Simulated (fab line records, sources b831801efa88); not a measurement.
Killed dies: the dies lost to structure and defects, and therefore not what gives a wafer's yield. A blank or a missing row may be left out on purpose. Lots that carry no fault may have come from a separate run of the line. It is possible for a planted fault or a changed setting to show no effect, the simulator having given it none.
fab line records + flow sky130 + part 1 of 2: steps 1 to 42 of 43
[record]
- lots = 6
- wafers = 18
- last_day = 50
route steps=708 shown METAL2@490 VIA2@507 PAD_OPEN@708
lots with no fault: from the same line, run without faults
start_h: hours from the record's opening day to when the first of the lot's shown wafers began + wait_h: hours elapsed since this lot's preceding step + " the same as in the row above + L1.1+2: a single row standing in for several wafers + - no value, or no start given + * or withheld: withheld + < > ~ a bound
route shown NAME@n: NAME is a module with steps in the file, n the number in the route of the first one + usual: average and standard deviation across the fault-free wafers + same: alike in all rows + chamber/n: place in a boat + sites: each site's reading + _std_site: the standard deviation of these + _edge_site: inner sites' mean taken away from outer sites' mean + radius_mm: for every site, how far away it sits from the centre of the wafer + mask NAME#n: copy n + behind: tool/chamber where the wafer was last shaped + hold: reason for holding the lot/hours on hold/outcome of the hold + device: transistor that didn't switch, given as n, p or np + end of line: the tests these same wafers got at the end of their route + step lacking rows: just its recipe + killed: at the first sort, the dies lost to defects and structure; wafer yield is something else + map: the dies of a wafer, with x for killed, . for not killed, _ for no die there
set.NAME: the setting that was run; set.NAME@STEP: the one run at that earlier step + model.NAME: the simulator's own value behind a step, which no gauge read
lots seen at some steps along the route; tables by step, rows by wafer
services: the hour from which a tool's chamber was out of use, counted from the record's first day as start_h (under 0 if before that day), plus the number of hours and why
[[steps]]
[step SKY_METAL2_DEHYDRATE_07]
[recipe]
- temp_c = 200
- time_s = 60
[step SKY_METAL2_HMDS_08]
[recipe]
- prime_time_s = 60
- prime_temp_c = 120
[step SKY_METAL2_COAT_09]
[recipe]
- resist = BARC
- temp_c = withheld
- time_s = withheld
- spin_rpm = 3000
- resist_thk_nm = 60
[step SKY_METAL2_COAT_10]
[recipe]
- resist = KrF-thick
- spin_rpm = 3000
- resist_thk_nm = 450
[step SKY_METAL2_SOFTBAKE_11]
[recipe]
- temp_c = 100
- time_s = 90
- resist = KrF-thick
[step SKY_METAL2_EXPOSE_12]
[recipe]
- mask_id = MM2
- na = 0.8
- source_shape = annular
- sigma_inner = 0.55
- sigma_outer = 0.85
- target_cd_nm = 140
- dose_mj = 28
[step SKY_METAL2_PEB_13]
[recipe]
- peb_temp_c = withheld
- peb_time_s = withheld
- resist = KrF-thick
[step SKY_METAL2_DEVELOP_14]
[recipe]
- develop_time_s = 60
- resist = KrF-thick
- dev_temp_c = 21
[step SKY_METAL2_CD_MEAS_15]
[recipe]
- target_cd_nm = 140
[usual]
- cd_nm = 140.2/1.4
| lot.wafer | tool      | chamber | start_h | wait_h | cd_nm |
|-----------|-----------|---------|---------|--------|-------|
| L709.2    | cd_sem-01 | -       | 835.74  | -      | 138.5 |
| L709.3    | "         | -       | "       | "      | 137.3 |
| L709.4    | "         | -       | "       | "      | 138.4 |
| L713.2    | cd_sem-01 | -       | 860.76  | -      | 139.9 |
| L713.3    | "         | -       | "       | "      | 137.3 |
| L713.6    | "         | -       | "       | "      | 140.4 |
| L719.1    | cd_sem-02 | -       | 912.89  | -      | 139.6 |
| L719.2    | "         | -       | "       | "      | 137.8 |
| L719.3    | "         | -       | "       | "      | 138.3 |
| L723.1    | cd_sem-02 | -       | 961.17  | -      | 139.3 |
| L723.5    | "         | -       | "       | "      | 138.2 |
| L723.6    | "         | -       | "       | "      | 139.7 |
| L727.1    | cd_sem-01 | -       | 968.17  | -      | 140.0 |
| L727.2    | "         | -       | "       | "      | 139.7 |
| L727.5    | "         | -       | "       | "      | 140.0 |
| L728.2    | cd_sem-01 | -       | 982.74  | -      | 139.9 |
| L728.3    | "         | -       | "       | "      | 141.4 |
| L728.5    | "         | -       | "       | "      | 142.7 |
[step SKY_METAL2_OVL_MEAS_16]
[usual]
- METAL2_OVL = 1/4.6
| lot.wafer | tool       | chamber | start_h | wait_h | METAL2_OVL[nm] |
|-----------|------------|---------|---------|--------|----------------|
| L709.2    | overlay-01 | -       | 835.84  | 0.1    | 10             |
| L709.3    | "          | -       | "       | "      | 1              |
| L709.4    | "          | -       | "       | "      | 9              |
| L713.2    | overlay-01 | -       | 860.87  | 0.1    | 2              |
| L713.3    | "          | -       | "       | "      | 2              |
| L713.6    | "          | -       | "       | "      | 2              |
| L719.1    | overlay-01 | -       | 913.01  | 0.1    | -1             |
| L719.2    | "          | -       | "       | "      | -1             |
| L719.3    | "          | -       | "       | "      | -5             |
| L723.1    | overlay-02 | -       | 961.29  | 0.1    | 0              |
| L723.5    | "          | -       | "       | "      | 3              |
| L723.6    | "          | -       | "       | "      | 5              |
| L727.1    | overlay-01 | -       | 968.29  | 0.1    | 2              |
| L727.2    | "          | -       | "       | "      | -1             |
| L727.5    | "          | -       | "       | "      | -1             |
| L728.2    | overlay-02 | -       | 982.84  | 0.1    | 1              |
| L728.3    | "          | -       | "       | "      | 5              |
| L728.5    | "          | -       | "       | "      | 0              |
[step SKY_METAL2_DESCUM_17]
[recipe]
- chemistry = O2
- source_power_w = 150
- bias_power_w = 0
- pressure_mtorr = 10
- temp_c = 40
- time_s = 8
[step SKY_METAL2_ETCH_18]
[recipe]
- chemistry = N2/H2
- target = BARC
- ion_energy_ev = 200
- bias_w = 100
- pressure_mtorr = 30
- n2_flow_sccm = 100
- h2_flow_sccm = 200
- icp_w = 500
- stop_on = SiO2
- time_s = 45.9
- target_depth_a = 600
[usual]
- drypump_motor_current_A = 5.7/0.47
- oes_product_au = 0.854/0.0053
- throttle_valve_pct = 13.225/0.0096
| lot.wafer | tool         | chamber | start_h | wait_h | drypump_motor_current_A | oes_product_au | rf_hours_counter_h | throttle_valve_pct |
|-----------|--------------|---------|---------|--------|-------------------------|----------------|--------------------|--------------------|
| L709.2    | rie_metal-01 | 0       | 835.90  | 0.0    | 5.1                     | 0.859          | 10                 | 13.221             |
| L709.3    | "            | 0       | "       | "      | 5.1                     | 0.851          | -                  | 13.233             |
| L709.4    | "            | 1       | "       | "      | 6.3                     | 0.852          | -                  | 13.214             |
| L713.2    | rie_metal-02 | 0       | 860.93  | 0.0    | 5.4                     | 0.861          | 3                  | 13.251             |
| L713.3    | "            | 1       | "       | "      | 6.5                     | 0.850          | -                  | 13.219             |
| L713.6    | "            | 0       | "       | "      | 5.4                     | 0.863          | -                  | 13.228             |
| L719.1    | rie_metal-03 | 0       | 913.08  | 0.0    | 5.8                     | 0.861          | 5                  | 13.232             |
| L719.2    | "            | 1       | "       | "      | 5.5                     | 0.849          | 3                  | 13.241             |
| L719.3    | "            | 1       | "       | "      | 5.5                     | 0.862          | -                  | 13.218             |
| L723.1    | rie_metal-01 | 0       | 961.36  | 0.0    | 5.1                     | 0.851          | 17                 | 13.220             |
| L723.5    | "            | 1       | "       | "      | 6.3                     | 0.850          | -                  | 13.223             |
| L723.6    | "            | 0       | "       | "      | 5.1                     | 0.859          | -                  | 13.234             |
| L727.1    | rie_metal-02 | 0       | 968.37  | 0.0    | 5.4                     | 0.851          | 8                  | 13.217             |
| L727.2    | "            | 1       | "       | "      | 6.5                     | 0.858          | 10                 | 13.216             |
| L727.5    | "            | 1       | "       | "      | 6.5                     | 0.849          | -                  | 13.215             |
| L728.2    | rie_metal-02 | 0       | 982.91  | 0.0    | 5.4                     | 0.852          | 8                  | 13.225             |
| L728.3    | "            | 1       | "       | "      | 6.5                     | 0.856          | -                  | 13.230             |
| L728.5    | "            | 0       | "       | "      | 5.4                     | 0.856          | -                  | 13.210             |
[step SKY_METAL2_METAL_ETCH_19]
[recipe]
- target_depth_a = 3600
- stop_on = SiO2
- over_etch_frac = 0.3
- time_s = 78
- chemistry = Cl2/BCl3
- resist_sidewall_deg = 88
- pressure_mtorr = 10
- icp_w = 900
- bias_w = 48.5
- Cl2_flow_sccm = 60
- bcl3_flow_sccm = 30
[usual]
- drypump_motor_current_A = 5.7/0.47
- oes_product_au = 0.853/0.006
- throttle_valve_pct = 22.263/0.0089
| lot.wafer | tool         | chamber | start_h | wait_h | drypump_motor_current_A | oes_product_au | rf_hours_counter_h | throttle_valve_pct |
|-----------|--------------|---------|---------|--------|-------------------------|----------------|--------------------|--------------------|
| L709.2    | rie_metal-01 | 0       | 835.97  | 0.0    | 5.1                     | 0.854          | 10                 | 22.261             |
| L709.3    | "            | 0       | "       | "      | 5.1                     | 0.852          | -                  | 22.276             |
| L709.4    | "            | 1       | "       | "      | 6.2                     | 0.840          | -                  | 22.273             |
| L713.2    | rie_metal-02 | 0       | 860.99  | 0.0    | 5.4                     | 0.858          | 3                  | 22.254             |
| L713.3    | "            | 1       | "       | "      | 6.5                     | 0.855          | -                  | 22.259             |
| L713.6    | "            | 0       | "       | "      | 5.4                     | 0.856          | -                  | 22.268             |
| L719.1    | rie_metal-03 | 0       | 913.14  | 0.0    | 5.8                     | 0.849          | 5                  | 22.266             |
| L719.2    | "            | 1       | "       | "      | 5.5                     | 0.857          | 3                  | 22.262             |
| L719.3    | "            | 1       | "       | "      | 5.5                     | 0.852          | -                  | 22.266             |
| L723.1    | rie_metal-01 | 0       | 961.42  | 0.0    | 5.1                     | 0.849          | 17                 | 22.255             |
| L723.5    | "            | 1       | "       | "      | 6.3                     | 0.863          | -                  | 22.264             |
| L723.6    | "            | 0       | "       | "      | 5.1                     | 0.854          | -                  | 22.261             |
| L727.1    | rie_metal-02 | 0       | 968.45  | 0.1    | 5.4                     | 0.865          | 8                  | 22.279             |
| L727.2    | "            | 1       | "       | "      | 6.5                     | 0.860          | 10                 | 22.260             |
| L727.5    | "            | 1       | "       | "      | 6.5                     | 0.855          | -                  | 22.270             |
| L728.2    | rie_metal-02 | 0       | 982.97  | 0.0    | 5.4                     | 0.847          | 8                  | 22.268             |
| L728.3    | "            | 1       | "       | "      | 6.5                     | 0.847          | -                  | 22.266             |
| L728.5    | "            | 0       | "       | "      | 5.4                     | 0.856          | -                  | 22.264             |
[step SKY_METAL2_STRIP_20]
[recipe]
- chemistry = O2/N2
- power_w = 1400
- pressure_mtorr = 1500
- platen_temp_c = withheld
- o2_flow_sccm = 3000
- n2_flow_sccm = 300
- overash_fraction = 0.5
[usual]
- drypump_motor_current_A = 5.7/0.47
- o2_flow_sccm = 3001/8.6
- oes_product_au = 0.344/0.0049
- strip_time_to_endpoint_s = 2.73/0.058
[same]
- overash_fraction = 0.5
| lot.wafer | tool            | chamber | start_h | wait_h | drypump_motor_current_A | o2_flow_sccm | oes_product_au | rf_hours_counter_h | strip_time_to_endpoint_s |
|-----------|-----------------|---------|---------|--------|-------------------------|--------------|----------------|--------------------|--------------------------|
| L709.2    | plasma_asher-01 | 0       | 836.06  | 0.1    | 5.8                     | 3004         | 0.348          | 68                 | 2.75                     |
| L709.3    | "               | 1       | "       | "      | 5.7                     | 3007         | 0.349          | -                  | 2.77                     |
| L709.4    | "               | 0       | "       | "      | 5.8                     | 3005         | 0.347          | -                  | 2.78                     |
| L713.2    | plasma_asher-04 | 0       | 861.08  | 0.1    | 6.4                     | 3011         | 0.345          | 46                 | 2.75                     |
| L713.3    | "               | 1       | "       | "      | 4.8                     | 2996         | 0.328          | -                  | 2.57                     |
| L713.6    | "               | 0       | "       | "      | 6.4                     | 3017         | 0.345          | -                  | 2.71                     |
| L719.1    | plasma_asher-01 | 0       | 913.23  | 0.1    | 5.8                     | 2997         | 0.351          | 79                 | 2.72                     |
| L719.2    | "               | 1       | "       | "      | 5.6                     | 2999         | 0.347          | 79                 | 2.78                     |
| L719.3    | "               | 1       | "       | "      | 5.6                     | 3007         | 0.350          | -                  | 2.79                     |
| L723.1    | plasma_asher-01 | 0       | 961.51  | 0.1    | 5.8                     | 2998         | 0.345          | 84                 | 2.71                     |
| L723.5    | "               | 1       | "       | "      | 5.6                     | 2993         | 0.345          | -                  | 2.75                     |
| L723.6    | "               | 0       | "       | "      | 5.8                     | 2991         | 0.338          | -                  | 2.70                     |
| L727.1    | plasma_asher-04 | 0       | 968.57  | 0.1    | 6.4                     | 2986         | 0.344          | 59                 | 2.76                     |
| L727.2    | "               | 1       | "       | "      | 4.9                     | 3004         | 0.334          | 59                 | 2.62                     |
| L727.5    | "               | 0       | "       | "      | 6.4                     | 2997         | 0.332          | -                  | 2.59                     |
| L728.2    | plasma_asher-01 | 0       | 983.06  | 0.1    | 5.8                     | 3005         | 0.348          | 85                 | 2.78                     |
| L728.3    | "               | 1       | "       | "      | 5.6                     | 2986         | 0.338          | -                  | 2.61                     |
| L728.5    | "               | 1       | "       | "      | 5.7                     | 2989         | 0.347          | -                  | 2.77                     |
[step SKY_METAL2_STRIP_21]
[recipe]
- chemistry = post_etch_residue_remover
- time_s = 1200
- temp_c = 72.5
[step SKY_METAL2_CLEAN_22]
[recipe]
- chemistry = IPA
- time_s = 180
- temp_c = 25
[step SKY_METAL2_CLEAN_23]
[recipe]
- chemistry = O3/DIW
- dry = n2_spin
[step SKY_VIA2_HDPCVD_00]
[recipe]
- material = SiO2
- target_thk_nm = 1180
- sigma_open_frac = 0.3
- time_s = 196.7
- temp_c = 400
- sih4_flow_sccm = 60
- pressure_mtorr = 6
[step SKY_VIA2_THK_MEAS_01]
[recipe]
- reads = SiO2_of_VIA2_HDPCVD_00
[usual]
- VIA2_HDPCVD_THK = 1189/12
| lot.wafer | tool          | chamber | start_h | wait_h | VIA2_HDPCVD_THK[nm] |
|-----------|---------------|---------|---------|--------|---------------------|
| L709.2    | film_metro-03 | -       | 836.79  | 0.1    | 1164                |
| L709.3    | "             | -       | "       | "      | 1191                |
| L709.4    | "             | -       | "       | "      | 1165                |
| L713.2    | film_metro-02 | -       | 861.82  | 0.1    | 1197                |
| L713.3    | "             | -       | "       | "      | 1195                |
| L713.6    | "             | -       | "       | "      | 1189                |
| L719.1    | film_metro-04 | -       | 913.96  | 0.1    | 1180                |
| L719.2    | "             | -       | "       | "      | 1209                |
| L719.3    | "             | -       | "       | "      | 1182                |
| L723.1    | film_metro-04 | -       | 962.38  | 0.1    | 1187                |
| L723.5    | "             | -       | "       | "      | 1199                |
| L723.6    | "             | -       | "       | "      | 1193                |
| L727.1    | film_metro-03 | -       | 969.38  | 0.1    | 1176                |
| L727.2    | "             | -       | "       | "      | 1177                |
| L727.5    | "             | -       | "       | "      | 1189                |
| L728.2    | film_metro-04 | -       | 984.22  | 0.1    | 1196                |
| L728.3    | "             | -       | "       | "      | 1202                |
| L728.5    | "             | -       | "       | "      | 1190                |
[step SKY_VIA2_CMP_02]
[recipe]
- material = SiO2
- down_force_psi = 4
- platen_rpm = 60
- pad_velocity_m_s = 0.94248
[step SKY_VIA2_BOW_MEAS_03]
[recipe]
- mode = bow
[usual]
- VIA2_BOW = 87/7.5
| lot.wafer | tool          | chamber | start_h | wait_h | VIA2_BOW[um] |
|-----------|---------------|---------|---------|--------|--------------|
| L709.2    | film_metro-04 | -       | 837.16  | 0.2    | 73           |
| L709.3    | "             | -       | "       | "      | 88           |
| L709.4    | "             | -       | "       | "      | 99           |
| L713.2    | film_metro-03 | -       | 862.19  | 0.3    | 83           |
| L713.3    | "             | -       | "       | "      | 81           |
| L713.6    | "             | -       | "       | "      | 76           |
| L719.1    | film_metro-03 | -       | 914.51  | 0.2    | 91           |
| L719.2    | "             | -       | "       | "      | 89           |
| L719.3    | "             | -       | "       | "      | 82           |
| L723.1    | film_metro-03 | -       | 962.74  | 0.2    | 81           |
| L723.5    | "             | -       | "       | "      | 89           |
| L723.6    | "             | -       | "       | "      | 84           |
| L727.1    | film_metro-03 | -       | 969.74  | 0.2    | 70           |
| L727.2    | "             | -       | "       | "      | 80           |
| L727.5    | "             | -       | "       | "      | 77           |
| L728.2    | film_metro-04 | -       | 984.59  | 0.2    | 96           |
| L728.3    | "             | -       | "       | "      | 95           |
| L728.5    | "             | -       | "       | "      | 81           |
[step SKY_VIA2_DEHYDRATE_04]
[recipe]
- temp_c = 200
- time_s = 60
[step SKY_VIA2_HMDS_05]
[recipe]
- prime_time_s = 60
- prime_temp_c = 120
[step SKY_VIA2_COAT_06]
[recipe]
- resist = BARC
- temp_c = withheld
- time_s = withheld
- spin_rpm = 3000
- resist_thk_nm = 60
[step SKY_VIA2_COAT_07]
[recipe]
- resist = KrF-thick
- spin_rpm = 3000
- resist_thk_nm = 450
[step SKY_VIA2_SOFTBAKE_08]
[recipe]
- temp_c = 100
- time_s = 90
- resist = KrF-thick
[step SKY_VIA2_EXPOSE_09]
[recipe]
- mask_id = VIM2
- na = 0.8
- source_shape = annular
- sigma_inner = 0.55
- sigma_outer = 0.85
- target_cd_nm = 200
- dose_mj = 38
[step SKY_VIA2_PEB_10]
[recipe]
- peb_temp_c = withheld
- peb_time_s = withheld
- resist = KrF-thick
[step SKY_VIA2_DEVELOP_11]
[recipe]
- develop_time_s = 60
- resist = KrF-thick
- dev_temp_c = 21
[step SKY_VIA2_CD_MEAS_12]
[recipe]
- target_cd_nm = 200
[usual]
- cd_nm = 199.2/1.2
| lot.wafer | tool      | chamber | start_h | wait_h | cd_nm |
|-----------|-----------|---------|---------|--------|-------|
| L709.2    | cd_sem-02 | -       | 862.96  | -      | 200.1 |
| L709.3    | "         | -       | "       | "      | 201.0 |
| L709.4    | "         | -       | "       | "      | 198.9 |
| L713.2    | cd_sem-01 | -       | 887.41  | -      | 199.2 |
| L713.3    | "         | -       | "       | "      | 199.9 |
| L713.6    | "         | -       | "       | "      | 199.5 |
| L719.1    | cd_sem-01 | -       | 939.90  | -      | 198.9 |
| L719.2    | "         | -       | "       | "      | 199.1 |
| L719.3    | "         | -       | "       | "      | 198.8 |
| L723.1    | cd_sem-02 | -       | 987.04  | -      | 197.7 |
| L723.5    | "         | -       | "       | "      | 198.1 |
| L723.6    | "         | -       | "       | "      | 198.2 |
| L727.1    | cd_sem-02 | -       | 993.84  | -      | 198.6 |
| L727.2    | "         | -       | "       | "      | 198.6 |
| L727.5    | "         | -       | "       | "      | 198.7 |
| L728.2    | cd_sem-02 | -       | 1008.06 | -      | 197.3 |
| L728.3    | "         | -       | "       | "      | 198.8 |
| L728.5    | "         | -       | "       | "      | 197.1 |
[step SKY_VIA2_OVL_MEAS_13]
[usual]
- VIA2_OVL = 2/5.2
| lot.wafer | tool       | chamber | start_h | wait_h | VIA2_OVL[nm] |
|-----------|------------|---------|---------|--------|--------------|
| L709.2    | overlay-01 | -       | 863.07  | 0.1    | -2           |
| L709.3    | "          | -       | "       | "      | 3            |
| L709.4    | "          | -       | "       | "      | 7            |
| L713.2    | overlay-02 | -       | 887.52  | 0.1    | -6           |
| L713.3    | "          | -       | "       | "      | 5            |
| L713.6    | "          | -       | "       | "      | -7           |
| L719.1    | overlay-01 | -       | 940.02  | 0.1    | -2           |
| L719.2    | "          | -       | "       | "      | -3           |
| L719.3    | "          | -       | "       | "      | -2           |
| L723.1    | overlay-02 | -       | 987.16  | 0.1    | 2            |
| L723.5    | "          | -       | "       | "      | -4           |
| L723.6    | "          | -       | "       | "      | -8           |
| L727.1    | overlay-01 | -       | 993.96  | 0.1    | 1            |
| L727.2    | "          | -       | "       | "      | 8            |
| L727.5    | "          | -       | "       | "      | 7            |
| L728.2    | overlay-01 | -       | 1008.17 | 0.1    | -1           |
| L728.3    | "          | -       | "       | "      | 1            |
| L728.5    | "          | -       | "       | "      | 8            |
[step SKY_VIA2_ETCH_14]
[recipe]
- chemistry = N2/H2
- target = BARC
- ion_energy_ev = 200
- source_w = 500
- bias_w = 100
- pressure_mtorr = 30
- n2_flow_sccm = 100
- h2_flow_sccm = 200
- stop_on = SiO2
- time_s = 45.9
- target_depth_a = 600
[usual]
- drypump_motor_current_A = 5.7/0.42
- oes_product_au = 0.855/0.0053
- throttle_valve_pct = 13.224/0.0087
| lot.wafer | tool        | chamber | start_h | wait_h | drypump_motor_current_A | oes_product_au | rf_hours_counter_h | throttle_valve_pct |
|-----------|-------------|---------|---------|--------|-------------------------|----------------|--------------------|--------------------|
| L709.2    | rie_diel-04 | 0       | 863.10  | 0.0    | 5.6                     | 0.853          | 16                 | 13.220             |
| L709.3    | "           | 2       | "       | "      | 6.1                     | 0.858          | 8                  | 13.235             |
| L709.4    | "           | 2       | "       | "      | 6.1                     | 0.855          | -                  | 13.240             |
| L713.2    | rie_diel-04 | 3       | 887.55  | 0.0    | 5.8                     | 0.857          | 11                 | 13.223             |
| L713.3    | "           | 0       | "       | "      | 5.6                     | 0.858          | 17                 | 13.241             |
| L713.6    | "           | 0       | "       | "      | 5.5                     | 0.859          | -                  | 13.227             |
| L719.1    | rie_diel-04 | 1       | 940.06  | 0.0    | 6.2                     | 0.858          | 25                 | 13.232             |
| L719.2    | "           | 2       | "       | "      | 6.1                     | 0.857          | 11                 | 13.214             |
| L719.3    | "           | 0       | "       | "      | 5.6                     | 0.857          | 19                 | 13.229             |
| L723.1    | rie_diel-02 | 3       | 987.19  | 0.0    | 6.0                     | 0.864          | 29                 | 13.220             |
| L723.5    | "           | 0       | "       | "      | 5.0                     | 0.852          | -                  | 13.212             |
| L723.6    | "           | 3       | "       | "      | 6.0                     | 0.852          | -                  | 13.223             |
| L727.1    | rie_diel-03 | 3       | 994.00  | 0.0    | 5.5                     | 0.862          | 12                 | 13.232             |
| L727.2    | "           | 0       | "       | "      | 6.1                     | 0.863          | 15                 | 13.228             |
| L727.5    | "           | 1       | "       | "      | 5.2                     | 0.854          | -                  | 13.209             |
| L728.2    | rie_diel-03 | 2       | 1008.20 | 0.0    | 5.4                     | 0.850          | 6                  | 13.217             |
| L728.3    | "           | 3       | "       | "      | 5.5                     | 0.857          | 13                 | 13.219             |
| L728.5    | "           | 2       | "       | "      | 5.4                     | 0.859          | -                  | 13.225             |
[step SKY_VIA2_ETCH_15]
[recipe]
- target = SiO2
- chemistry = C4F8/O2/Ar
- target_depth_nm = 546
- stop_on = TiN
- mask_material = KrF-thick
- source_w = 1500
- bias_w = 1200
- pressure_mtorr = 40
- c4f8_flow_sccm = withheld
- O2_flow_sccm = 6
- Ar_flow_sccm = 300
- time_s = 84
[step SKY_VIA2_STRIP_16]
[recipe]
- chemistry = O2/N2
- power_w = 1400
- pressure_mtorr = 1500
- platen_temp_c = withheld
- o2_flow_sccm = 3000
- n2_flow_sccm = 300
- overash_fraction = 0.5
[step SKY_VIA2_STRIP_17]
[recipe]
- chemistry = post_etch_residue_remover
- time_s = 1200
- temp_c = 72.5
[step SKY_VIA2_CLEAN_18]
[recipe]
- chemistry = IPA
- time_s = 180
- temp_c = 25
[step SKY_VIA2_CLEAN_19]
[recipe]
- chemistry = O3/DIW
- dry = n2_spin
[step SKY_VIA2_SPUTTER_20]
[recipe]
- material = TiN
- target_thk_nm = 20
- chamber_pressure_pa = 5
- power_w = 4000
- time_s = 80
[usual]
- throttle_valve_pct = 29.9/1.5
| lot.wafer | tool           | chamber | start_h | wait_h | throttle_valve_pct |
|-----------|----------------|---------|---------|--------|--------------------|
| L709.2    | pvd_sputter-02 | -       | 863.83  | 0.0    | 31.3               |
| L709.3    | "              | -       | "       | "      | 31.2               |
| L709.4    | "              | -       | "       | "      | 30.4               |
| L713.2    | pvd_sputter-03 | -       | 888.25  | 0.0    | 31.4               |
| L713.3    | "              | -       | "       | "      | 30.4               |
| L713.6    | "              | -       | "       | "      | 31.2               |
| L719.1    | pvd_sputter-04 | -       | 941.10  | 0.0    | 32.4               |
| L719.2    | "              | -       | "       | "      | 29.4               |
| L719.3    | "              | -       | "       | "      | 28.6               |
| L723.1    | pvd_sputter-02 | -       | 988.38  | 0.0    | 31.2               |
| L723.5    | "              | -       | "       | "      | 30.1               |
| L723.6    | "              | -       | "       | "      | 31.6               |
| L727.1    | pvd_sputter-04 | -       | 994.84  | 0.0    | 27.2               |
| L727.2    | "              | -       | "       | "      | 28.7               |
| L727.5    | "              | -       | "       | "      | 32.4               |
| L728.2    | pvd_sputter-04 | -       | 1009.40 | 0.0    | 28.7               |
| L728.3    | "              | -       | "       | "      | 27.1               |
| L728.5    | "              | -       | "       | "      | 29.1               |
[step SKY_VIA2_CVD_21]
[recipe]
- material = W
- target_thk_nm = 420
- time_s = 126.4
- temp_c = 400
- pressure_torr = 40
[usual]
- heater_power_w = 923/82
| lot.wafer | tool     | chamber | start_h | wait_h | heater_power_w |
|-----------|----------|---------|---------|--------|----------------|
| L709.2    | cvd_w-01 | 1       | 863.89  | 0.0    | 924            |
| L709.3    | "        | 1       | "       | "      | 932            |
| L709.4    | "        | 0       | "       | "      | 860            |
| L713.2    | cvd_w-01 | 1       | 888.31  | 0.0    | 896            |
| L713.3    | "        | 1       | "       | "      | 930            |
| L713.6    | "        | 1       | "       | "      | 918            |
| L719.1    | cvd_w-01 | 0       | 941.17  | 0.0    | 756            |
| L719.2    | "        | 1       | "       | "      | 972            |
| L719.3    | "        | 1       | "       | "      | 942            |
| L723.1    | cvd_w-02 | 0       | 988.44  | 0.0    | 985            |
| L723.5    | "        | 1       | "       | "      | 949            |
| L723.6    | "        | 0       | "       | "      | 1041           |
| L727.1    | cvd_w-02 | 0       | 994.90  | 0.0    | 1008           |
| L727.2    | "        | 1       | "       | "      | 930            |
| L727.5    | "        | 1       | "       | "      | 957            |
| L728.2    | cvd_w-02 | 1       | 1009.49 | 0.1    | 933            |
| L728.3    | "        | 0       | "       | "      | 978            |
| L728.5    | "        | 0       | "       | "      | 1001           |
[step SKY_VIA2_RS_MEAS_22]
[recipe]
- thk_meas_gauge = four-point-probe
- reads = W_of_VIA2_CVD_21+TiN_of_VIA2_SPUTTER_20
[usual]
- VIA2_W_RS = 0.272/0.0048
| lot.wafer | tool          | chamber | start_h | wait_h | VIA2_W_RS[ohm/sq] |
|-----------|---------------|---------|---------|--------|-------------------|
| L709.2    | film_metro-04 | -       | 864.04  | 0.1    | 0.271             |
| L709.3    | "             | -       | "       | "      | 0.272             |
| L709.4    | "             | -       | "       | "      | 0.275             |
| L713.2    | film_metro-02 | -       | 888.46  | 0.1    | 0.275             |
| L713.3    | "             | -       | "       | "      | 0.275             |
| L713.6    | "             | -       | "       | "      | 0.271             |
| L719.1    | film_metro-02 | -       | 941.30  | 0.1    | 0.275             |
| L719.2    | "             | -       | "       | "      | 0.273             |
| L719.3    | "             | -       | "       | "      | 0.277             |
| L723.1    | film_metro-04 | -       | 988.57  | 0.1    | 0.280             |
| L723.5    | "             | -       | "       | "      | 0.267             |
| L723.6    | "             | -       | "       | "      | 0.277             |
| L727.1    | film_metro-03 | -       | 995.03  | 0.1    | 0.276             |
| L727.2    | "             | -       | "       | "      | 0.268             |
| L727.5    | "             | -       | "       | "      | 0.268             |
| L728.2    | film_metro-02 | -       | 1009.64 | 0.1    | 0.264             |
| L728.3    | "             | -       | "       | "      | 0.273             |
| L728.5    | "             | -       | "       | "      | 0.274             |
[step SKY_VIA2_THK_MEAS_23]
[recipe]
- thk_meas_gauge = xrf
- reads = W_of_VIA2_CVD_21
[usual]
- VIA2_W_THK = 429/9.1
| lot.wafer | tool          | chamber | start_h | wait_h | VIA2_W_THK[nm] |
|-----------|---------------|---------|---------|--------|----------------|
| L709.2    | film_metro-04 | -       | 864.15  | 0.1    | 427            |
| L709.3    | "             | -       | "       | "      | 426            |
| L709.4    | "             | -       | "       | "      | 425            |
| L713.2    | film_metro-02 | -       | 888.57  | 0.1    | 427            |
| L713.3    | "             | -       | "       | "      | 430            |
| L713.6    | "             | -       | "       | "      | 433            |
| L719.1    | film_metro-02 | -       | 941.42  | 0.1    | 428            |
| L719.2    | "             | -       | "       | "      | 428            |
| L719.3    | "             | -       | "       | "      | 424            |
| L723.1    | film_metro-04 | -       | 988.69  | 0.1    | 408            |
| L723.5    | "             | -       | "       | "      | 429            |
| L723.6    | "             | -       | "       | "      | 416            |
| L727.1    | film_metro-03 | -       | 995.15  | 0.1    | 425            |
| L727.2    | "             | -       | "       | "      | 436            |
| L727.5    | "             | -       | "       | "      | 437            |
| L728.2    | film_metro-02 | -       | 1009.75 | 0.1    | 445            |
| L728.3    | "             | -       | "       | "      | 434            |
| L728.5    | "             | -       | "       | "      | 436            |
[step SKY_VIA2_CMP_24]
[recipe]
- stop_on = SiO2
- t_overpolish_s = 20
- down_force_psi = 3.5
- platen_rpm = 60
- target_thk_nm = 0
- pad_velocity_m_s = 0.94248
